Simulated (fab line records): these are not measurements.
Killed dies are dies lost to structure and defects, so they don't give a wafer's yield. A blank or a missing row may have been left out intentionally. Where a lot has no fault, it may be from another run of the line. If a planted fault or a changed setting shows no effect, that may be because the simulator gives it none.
A struck lot beside a sound one + flow gf180mcu + 15 steps out of a route of 602
Sound: the wafers L719.1, L719.4, L719.5. Wafers L726.1, L726.2, L726.3 were the ones struck. The cause comes at the end.
Each step with rows lists, per side, the tool, then ch with its chambers, then its first start. Under that, the readings that differ: sound wafers + struck wafers + difference of the means + sigmas: that difference in standard deviations of wafers without a fault.
alike: words and numbers the same on both sides, and readings whose means are apart by under 2 such deviations; not compared: readings that were withheld, readings missing a value for some wafer, numbers with overlapping values and no deviation given by the record, and bounds like >300 which may hide the same value.
A row with sigmas, a row that says differs or no value, or rows on one side alone: a step with any of these is where the two part. Numbers that have no deviation but don't overlap get no sigmas and don't part them. A reading that every wafer of one side lacks parts them only if that side has two wafers or more.

first, 1 step without rows for these wafers: GF_V5_CVD_00 (deposits SiO2, target thk 300 nm, time 50 s).
GF_V5_THK_MEAS_01:
  struck on film-metro-01, day 30 23:25; sound on film-metro-02, day 28 19:41
  alike: V5_CVD_00_THK
GF_V5_CVD_02: deposits SiO2 from TEOS, target thk 1450 nm, time 163.28 s.
  sound on pecvd-01 ch 1,2, day 28 19:44; struck on pecvd-03 ch 0,1,2, day 30 23:29
  alike: heater-power-w
GF_V5_THK_MEAS_03:
  struck on film-metro-02, day 30 23:35; sound on film-metro-01, day 28 19:51
  alike: V5_CVD_02_THK
GF_V5_CMP_04: polishes SiO2.
  sound on cmp-02 ch 1,2,3, day 28 19:55; struck on cmp-02 ch 1,2,3, day 30 23:38
  alike: head-pressure-psi, motor-current-A, retaining-ring-pressure-frac
GF_V5_BOW_MEAS_05:
  struck on film-metro-03, day 30 23:56; sound on film-metro-02, day 28 20:13
  alike: V5_BOW
then, 6 steps without rows for these wafers: GF_V5_DEHYDRATE_06 (time 60 s); GF_V5_HMDS_07 (prime time 60 s); GF_V5_COAT_08; GF_V5_COAT_09 (resist thk 1000 nm); GF_V5_SOFTBAKE_10 (time 60 s); GF_V5_EXPOSE_11 (exposes mask Via5, target cd 260 nm).
GF_V5_PEB_12: peb time 90 s.
  sound on litho-track-03 ch 0, day 29 14:55; struck on litho-track-03 ch 0, day 31 17:07
| reading                  | sound             | struck            | difference | sigmas |
|--------------------------|-------------------|-------------------|------------|--------|
| heater-power-total-W (W) | 85.77 85.62 85.76 | 87.29 87.20 87.24 | +1.53      | +19    |
then, 2 steps without rows for these wafers: GF_V5_DEVELOP_13 (develop time 60 s); GF_PASSIVATION_PROBE_99.

== WHERE THEY PART ==
GF_V5_PEB_12 only, going by this record.

WHY: what had been put in by the simulator
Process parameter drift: litho-track-03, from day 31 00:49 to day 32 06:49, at GF_V5_PEB_12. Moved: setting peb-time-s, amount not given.
